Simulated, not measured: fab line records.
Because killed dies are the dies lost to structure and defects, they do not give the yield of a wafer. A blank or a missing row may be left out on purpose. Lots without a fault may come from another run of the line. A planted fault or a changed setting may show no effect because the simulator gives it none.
Split-lot study || flow sky130 || on a route of 708 steps: 5 lots, 23 wafers read

THE SPLIT
At SKY_FIELD_ISO_CVD_03 (deposits Si3N4 from DCS/NH3, target thk 165 nm, time 2830 s), the setting temp-c was moved away from the recipe's 770 C on 5 of the 23 wafers read, by +1.8%. All remaining wafers had this setting at the recipe value.

FROM THE SPLIT TO THE READING: what the file shows between them, 6 steps
- SKY_FIELD_ISO_THK_MEAS_04
- SKY_FIELD_ISO_EXPOSE_10: exposes mask FOM, target cd 150 nm (also split here: dose-mj)
- SKY_FIELD_ISO_PEB_11
- SKY_FIELD_ISO_DEVELOP_12: develop time 60 s
- SKY_FIELD_ISO_CD_MEAS_13: target cd 150 nm
- SKY_FIELD_ISO_ETCH_14: etches BARC in N2/H2, stops on SiO2, time 45.9 s, target depth 60 nm

THE READING
oes-product-au, in a.u., at SKY_FIELD_ISO_ETCH_15 (etches the open film in CHF3/O2, stops on Si, target depth 180 nm, time 72 s). Typical for fault-free wafers on this fab line: 0.950 a.u., with standard deviation 0.006 a.u.

{"wafer": "L074.1", "tool, chamber at the split": "-, -", "temp-c as run, C": 770, "against the recipe": "recipe", "oes-product-au, a.u.": 0.955, "against lot-mates on the recipe": "-"}
{"wafer": "L074.3", "tool, chamber at the split": "-, -", "temp-c as run, C": 770, "against the recipe": "recipe", "oes-product-au, a.u.": 0.950, "against lot-mates on the recipe": "-"}
{"wafer": "L074.4", "tool, chamber at the split": "-, -", "temp-c as run, C": 770, "against the recipe": "recipe", "oes-product-au, a.u.": 0.946, "against lot-mates on the recipe": "-"}
{"wafer": "L074.5", "tool, chamber at the split": "-, -", "temp-c as run, C": 770, "against the recipe": "recipe", "oes-product-au, a.u.": 0.945, "against lot-mates on the recipe": "-"}
{"wafer": "L074.6", "tool, chamber at the split": "-, -", "temp-c as run, C": 770, "against the recipe": "recipe", "oes-product-au, a.u.": 0.945, "against lot-mates on the recipe": "-"}
{"wafer": "L076.2", "tool, chamber at the split": "lpcvd-02, 0", "temp-c as run, C": 770, "against the recipe": "recipe", "oes-product-au, a.u.": 0.952, "against lot-mates on the recipe": "-"}
{"wafer": "L076.4", "tool, chamber at the split": "lpcvd-02, 0", "temp-c as run, C": 770, "against the recipe": "recipe", "oes-product-au, a.u.": 0.951, "against lot-mates on the recipe": "-"}
{"wafer": "L076.6", "tool, chamber at the split": "lpcvd-02, 0", "temp-c as run, C": 770, "against the recipe": "recipe", "oes-product-au, a.u.": 0.951, "against lot-mates on the recipe": "-"}
{"wafer": "L077.1", "tool, chamber at the split": "-, -", "temp-c as run, C": 770, "against the recipe": "recipe", "oes-product-au, a.u.": 0.946, "against lot-mates on the recipe": "-"}
{"wafer": "L077.2", "tool, chamber at the split": "-, -", "temp-c as run, C": 770, "against the recipe": "recipe", "oes-product-au, a.u.": 0.947, "against lot-mates on the recipe": "-"}
{"wafer": "L077.3", "tool, chamber at the split": "-, -", "temp-c as run, C": 770, "against the recipe": "recipe", "oes-product-au, a.u.": 0.950, "against lot-mates on the recipe": "-"}
{"wafer": "L077.4", "tool, chamber at the split": "-, -", "temp-c as run, C": 770, "against the recipe": "recipe", "oes-product-au, a.u.": 0.953, "against lot-mates on the recipe": "-"}
{"wafer": "L077.6", "tool, chamber at the split": "-, -", "temp-c as run, C": 770, "against the recipe": "recipe", "oes-product-au, a.u.": 0.947, "against lot-mates on the recipe": "-"}
{"wafer": "L079.1", "tool, chamber at the split": "-, -", "temp-c as run, C": 770, "against the recipe": "recipe", "oes-product-au, a.u.": 0.953, "against lot-mates on the recipe": "-"}
{"wafer": "L079.2", "tool, chamber at the split": "-, -", "temp-c as run, C": 770, "against the recipe": "recipe", "oes-product-au, a.u.": 0.951, "against lot-mates on the recipe": "-"}
{"wafer": "L079.3", "tool, chamber at the split": "-, -", "temp-c as run, C": 770, "against the recipe": "recipe", "oes-product-au, a.u.": 0.957, "against lot-mates on the recipe": "-"}
{"wafer": "L079.4", "tool, chamber at the split": "-, -", "temp-c as run, C": 770, "against the recipe": "recipe", "oes-product-au, a.u.": 0.953, "against lot-mates on the recipe": "-"}
{"wafer": "L079.5", "tool, chamber at the split": "-, -", "temp-c as run, C": 770, "against the recipe": "recipe", "oes-product-au, a.u.": 0.952, "against lot-mates on the recipe": "-"}
{"wafer": "L084.2", "tool, chamber at the split": "-, -", "temp-c as run, C": 784.1, "against the recipe": "+1.8%", "oes-product-au, a.u.": 1.007, "against lot-mates on the recipe": "no lot-mate on the recipe"}
{"wafer": "L084.3", "tool, chamber at the split": "-, -", "temp-c as run, C": 784.1, "against the recipe": "+1.8%", "oes-product-au, a.u.": 0.988, "against lot-mates on the recipe": "no lot-mate on the recipe"}
{"wafer": "L084.4", "tool, chamber at the split": "-, -", "temp-c as run, C": 784.1, "against the recipe": "+1.8%", "oes-product-au, a.u.": 1.025, "against lot-mates on the recipe": "no lot-mate on the recipe"}
{"wafer": "L084.5", "tool, chamber at the split": "-, -", "temp-c as run, C": 784.1, "against the recipe": "+1.8%", "oes-product-au, a.u.": 0.998, "against lot-mates on the recipe": "no lot-mate on the recipe"}
{"wafer": "L084.6", "tool, chamber at the split": "-, -", "temp-c as run, C": 784.1, "against the recipe": "+1.8%", "oes-product-au, a.u.": 1.000, "against lot-mates on the recipe": "no lot-mate on the recipe"}

THE FIT
A straight line over all 23 wafers: oes-product-au changes by +0.0291 a.u. for each +1% of temp-c; r = +0.96; the points scatter about the line by 0.0068 a.u.
Too few moved wafers have a lot-mate on the recipe to fit a line with each lot's own level taken away.

THE WHOLE CHAIN: every reading that the file lists as answering this split, in the file's order
{"step": "SKY_FIELD_ISO_CVD_03", "what it does": "deposits Si3N4 from DCS/NH3, target thk 165 nm, time 2830 s", "reading": "Si3N4_of_FIELD_ISO_CVD_03.thk-nm (the simulator's own value, which no gauge read)", "change (the file's fit)": "+27.5 nm for each +1% of the setting", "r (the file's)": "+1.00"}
{"step": "SKY_FIELD_ISO_THK_MEAS_04", "what it does": "", "reading": "FIELD_ISO_CVD_03_THK", "change (the file's fit)": "+27.5 for each +1% of the setting", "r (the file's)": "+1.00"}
{"step": "SKY_FIELD_ISO_ETCH_15", "what it does": "etches the open film in CHF3/O2, stops on Si, target depth 180 nm, time 72 s", "reading": "oes-product-au", "change (the file's fit)": "+0.0292 a.u. for each +1% of the setting", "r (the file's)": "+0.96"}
{"step": "SKY_FIELD_ISO_ETCH_17", "what it does": "etches Si in HBr/Cl2/O2, target depth 342 nm, time 97.7 s", "reading": "Si3N4_of_FIELD_ISO_CVD_03.thk-nm (the simulator's own value, which no gauge read)", "change (the file's fit)": "+27.4 nm for each +1% of the setting", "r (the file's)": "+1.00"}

THE FILE'S OWN FIT
oes-product-au changes by +0.0292 a.u. for each +1% of temp-c, r = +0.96.
